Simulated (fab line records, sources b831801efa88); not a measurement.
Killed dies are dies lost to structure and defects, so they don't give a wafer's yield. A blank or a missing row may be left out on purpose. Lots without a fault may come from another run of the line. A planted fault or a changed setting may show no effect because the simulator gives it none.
Chamber matching | flow sky130 | SKY_VIA1_HDPCVD_00 on hdpcvd-01: 3 sister chambers
The step deposits SiO2, target thk 1030 nm, time 171.7 s. 14 wafers are shown with their chamber, then 7 later ones without.

WAFERS WITH THEIR CHAMBER
wafer  | chamber | run_length_s (s)
L372.1 | 0       | 199.9
L372.3 | 1       | 199.0
L372.5 | 2       | 199.6
L375.1 | 0       | 200.0
L375.3 | 2       | 200.0
L375.4 | 0       | 199.9
L376.2 | 2       | 199.2
L376.3 | 0       | 200.6
L376.4 | 1       | 198.8
L377.2 | 1       | 199.0
L377.3 | 0       | 200.2
L377.6 | 2       | 200.0
L390.1 | 1       | 199.1
L390.3 | 0       | 200.2

SIGNATURES (means of the wafers above)
reading      | chamber 0 | chamber 1 | chamber 2 | scatter within a chamber
run_length_s | 200.133   | 198.975   | 199.700   | 0.276
Rule: a wafer's distance from a chamber is the root of the sum, over the readings, of the square of ((its reading less the chamber's mean) divided by the reading's scatter). The wafer belongs to the nearest chamber; if the next one is less than 2 further off, it can't be placed. The scatter: the root of (the sum of the squares of (reading less its chamber's mean) over the shown wafers, divided by (wafers less chambers)).

WAFERS WITHOUT THEIR CHAMBER
wafer  | run_length_s (s)
L390.6 | 199.4
L392.2 | 199.5
L392.4 | 199.8
L392.5 | 199.2
L393.1 | 199.2
L393.3 | 199.4
L393.6 | 199.8

WHICH CHAMBER EACH WENT THROUGH
wafer  | from the rows above          | in truth
L390.6 | can't be placed: 2 or 1 or 0 | 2
L392.2 | can't be placed: 2 or 1 or 0 | 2
L392.4 | can't be placed: 2 or 0      | 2
L392.5 | can't be placed: 1 or 2      | 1
L393.1 | can't be placed: 1 or 2      | 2
L393.3 | can't be placed: 2 or 1 or 0 | 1
L393.6 | can't be placed: 2 or 0      | 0
Placed correctly: 0 of 7. Can't be placed from these rows: 7 (the true chamber is among the candidates in 7). Placed wrongly: 0.
